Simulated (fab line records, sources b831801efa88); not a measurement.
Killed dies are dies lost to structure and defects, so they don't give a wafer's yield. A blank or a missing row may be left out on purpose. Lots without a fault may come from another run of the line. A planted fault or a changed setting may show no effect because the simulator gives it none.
Which tool did it? | flow gf180mcu | 11 lots, 33 wafers sampled, at 6 steps of a route of 602

WHAT THE GAUGES READ, wafer by wafer
GF_M3_RS_MEAS_05: measures by four-point-probe. Usual: M3_ALCU_RS 0.0696 ohm/sq, standard deviation 0.0008.
lot  | measured     | on            | M3_ALCU_RS (ohm/sq)  | flag
L182 | day 22 02:21 | film_metro-01 | 0.0699 0.0702 0.0696 |
L183 | day 23 01:04 | film_metro-02 | 0.0698 0.0700 0.0702 |
L185 | day 23 04:34 | film_metro-02 | 0.0699 0.0698 0.0699 |
L186 | day 23 09:49 | film_metro-04 | 0.0695 0.0699 0.0701 |
L187 | day 23 15:28 | film_metro-02 | 0.0701 0.0699 0.0706 |
L189 | day 24 08:46 | film_metro-04 | 0.0692 0.0691 0.0696 |
L195 | day 26 04:28 | film_metro-01 | 0.0701 0.0697 0.0701 |
L198 | day 27 05:20 | film_metro-01 | 0.0698 0.0685 0.0698 |
L199 | day 27 11:17 | film_metro-01 | 0.0699 0.0685 0.0694 |
L200 | day 27 15:53 | film_metro-04 | 0.0697 0.0702 0.0701 |
L201 | day 28 03:21 | film_metro-04 | 0.0691 0.0681 0.0685 |

GF_V3_THK_MEAS_03. Usual: V3_CVD_02_THK 859 nm, standard deviation 12.
lot  | measured     | on            | V3_CVD_02_THK (nm)      | flag
L182 | day 23 02:50 | film_metro-03 | 849 846 872             |
L183 | day 24 01:08 | film_metro-01 | 845 860 850             |
L185 | day 24 03:32 | film_metro-03 | 864 869 882             |
L186 | day 24 09:12 | film_metro-02 | 335 848 863 335 849 863 | OFF
L187 | day 24 14:04 | film_metro-03 | 328 846 851 328 845 851 | OFF
L189 | day 25 07:13 | film_metro-02 | 871 858 865             |
L195 | day 27 02:11 | film_metro-03 | 850 865 886             |
L198 | day 28 02:09 | film_metro-03 | 852 854 872             |
L199 | day 28 07:55 | film_metro-01 | 860 849 862             |
L200 | day 28 12:13 | film_metro-03 | 861 880 887             |
L201 | day 28 23:43 | film_metro-02 | 849 855 871             |

GF_V3_CD_MEAS_14: target cd 260 nm. Usual: cd_nm 259.8 nm, standard deviation 1.2.
lot  | measured     | on        | cd_nm (nm)        | flag
L182 | day 24 01:28 | cd_sem-01 | 260.0 258.6 260.2 |
L183 | day 24 23:36 | cd_sem-01 | 257.1 256.5 257.9 |
L185 | day 25 02:26 | cd_sem-01 | 259.9 260.2 259.1 |
L186 | day 25 07:38 | cd_sem-01 | 260.9 260.9 259.5 |
L187 | day 25 11:27 | cd_sem-01 | 259.9 259.4 260.8 |
L189 | day 26 05:02 | cd_sem-01 | 258.7 260.6 259.6 |
L195 | day 27 22:29 | cd_sem-02 | 259.1 260.0 259.5 |
L198 | day 28 21:46 | cd_sem-02 | 260.4 258.6 258.9 |
L199 | day 29 04:35 | cd_sem-02 | 260.5 259.7 259.6 |
L200 | day 29 07:50 | cd_sem-01 | 258.6 259.0 259.4 |
L201 | day 29 19:08 | cd_sem-02 | 261.0 261.4 261.7 |

WHICH TOOL RAN EACH LOT (tool, then ch and the chambers of the sampled wafers, then the start)
lot  | GF_V2_SPUTTER_21             | GF_V3_CVD_02                    | GF_V3_CMP_04
L182 | pvd_sputter-02, day 22 01:25 | pecvd-01 ch 1,2, day 23 02:46   | cmp-02 ch 0,2,3, day 23 02:56
L183 | pvd_sputter-02, day 23 00:02 | pecvd-01 ch 0,1,2, day 24 01:05 | cmp-02 ch 0,1,2, day 24 01:15
L185 | pvd_sputter-02, day 23 03:30 | pecvd-03 ch 1,2, day 24 03:27   | cmp-01 ch 0,2, day 24 03:35
L186 | pvd_sputter-02, day 23 08:55 | pecvd-01 ch 0,1, day 24 09:05   | cmp-01 ch 1,2, day 24 10:11
L187 | pvd_sputter-03, day 23 14:31 | pecvd-01 ch 1,2, day 24 13:59   | cmp-02 ch 1,2, day 24 23:21
L189 | pvd_sputter-03, day 24 07:49 | pecvd-04 ch 0,1, day 25 07:08   | cmp-01 ch 2,3, day 25 07:23
L195 | pvd_sputter-04, day 26 03:34 | pecvd-03 ch 0,2, day 27 02:07   | cmp-02 ch 1,2,3, day 27 02:14
L198 | pvd_sputter-02, day 27 04:23 | pecvd-03 ch 1,2, day 28 02:04   | cmp-02 ch 0,2, day 28 02:12
L199 | pvd_sputter-03, day 27 10:21 | pecvd-01 ch 0,1,2, day 28 07:50 | cmp-01 ch 2,3, day 28 07:58
L200 | pvd_sputter-03, day 27 14:56 | pecvd-03 ch 0,1,2, day 28 12:08 | cmp-01 ch 0,1, day 28 12:16
L201 | pvd_sputter-04, day 28 02:18 | pecvd-01 ch 0,1,2, day 28 23:38 | cmp-02 ch 0,1,2, day 28 23:46
- GF_V2_SPUTTER_21: material Ti, target thk 15 nm, time 80.02 s.
- GF_V3_CVD_02: deposits SiO2 from TEOS, target thk 850 nm, time 96.24 s.
- GF_V3_CMP_04: polishes SiO2.

WHAT THE TOOLS THEMSELVES READ (means of the sampled wafers that have a number; where no wafer has one, the mark that the record gives instead)
GF_V2_SPUTTER_21. Usual: throttle_valve_pct 29.6 %, standard deviation 0.8.
lot  | tool           | throttle_valve_pct (%) | flag
L182 | pvd_sputter-02 | 29.6                   |
L183 | pvd_sputter-02 | 29.1                   |
L185 | pvd_sputter-02 | 29.2                   |
L186 | pvd_sputter-02 | 29.5                   |
L187 | pvd_sputter-03 | 29.1                   |
L189 | pvd_sputter-03 | 29.3                   |
L195 | pvd_sputter-04 | 30.8                   |
L198 | pvd_sputter-02 | 29.5                   |
L199 | pvd_sputter-03 | 29.3                   |
L200 | pvd_sputter-03 | 28.9                   |
L201 | pvd_sputter-04 | 30.2                   |

GF_V3_CVD_02. Usual: heater_power_w 723 W, standard deviation 76.
lot  | tool     | heater_power_w (W) | flag
L182 | pecvd-01 | 811                |
L183 | pecvd-01 | 765                |
L185 | pecvd-03 | 692                |
L186 | pecvd-01 | 771                |
L187 | pecvd-01 | 746                |
L189 | pecvd-04 | 675                |
L195 | pecvd-03 | 647                |
L198 | pecvd-03 | 694                |
L199 | pecvd-01 | 783                |
L200 | pecvd-03 | 655                |
L201 | pecvd-01 | 823                |

GF_V3_CMP_04. Usual: motor_current_A 11.7 A, standard deviation 1.2; slurry_flow_ml_min 150.0, standard deviation 0.43; time_to_endpoint_s 85 s, standard deviation 5.1.
lot  | tool   | motor_current_A (A) | slurry_flow_ml_min | time_to_endpoint_s (s) | flag
L182 | cmp-02 | 12.2                | 150.1              | 84                     |
L183 | cmp-02 | 11.9                | 150.2              | 83                     |
L185 | cmp-01 | 12.3                | 150.2              | 88                     |
L186 | cmp-01 | 11.0                | 149.9              | 60                     | OFF
L187 | cmp-02 | 11.4                | 149.8              | 67                     | OFF
L189 | cmp-01 | 12.4                | 150.4              | 87                     |
L195 | cmp-02 | 11.3                | 149.6              | 84                     |
L198 | cmp-02 | 12.5                | 149.4              | 86                     |
L199 | cmp-01 | 12.0                | 150.2              | 78                     |
L200 | cmp-01 | 10.6                | 150.1              | 91                     |
L201 | cmp-02 | 12.0                | 149.6              | 90                     |

THE ANSWER, worked out from the rows above alone
Rule: a lot is off if the mean of its wafers that have a number lies more than 3 standard deviations from the usual mean. A lot without any number at a reading at which 4 lots or more have one is off too. The other lots that the step has rows for count as sound. The gauges are gone through in route order, then the tools' own readings, and for those a lot's mean is taken as printed above. The first step at which some lot is off is used, and at that step the reading that is off furthest; a lot without a number counts as furthest.
Off: L186, L187, at GF_V3_THK_MEAS_03 (V3_CVD_02_THK).
A tool fits if, at a process step before that reading, it ran every lot that is off, and no sound lot after the first of them. The gauges at GF_V3_THK_MEAS_03 aren't tried: what is off there is off at GF_V3_CMP_04 too, on other tools, and a gauge's error can't cause that. None of those tried fits.

WHAT THE SIMULATOR HAD PUT IN
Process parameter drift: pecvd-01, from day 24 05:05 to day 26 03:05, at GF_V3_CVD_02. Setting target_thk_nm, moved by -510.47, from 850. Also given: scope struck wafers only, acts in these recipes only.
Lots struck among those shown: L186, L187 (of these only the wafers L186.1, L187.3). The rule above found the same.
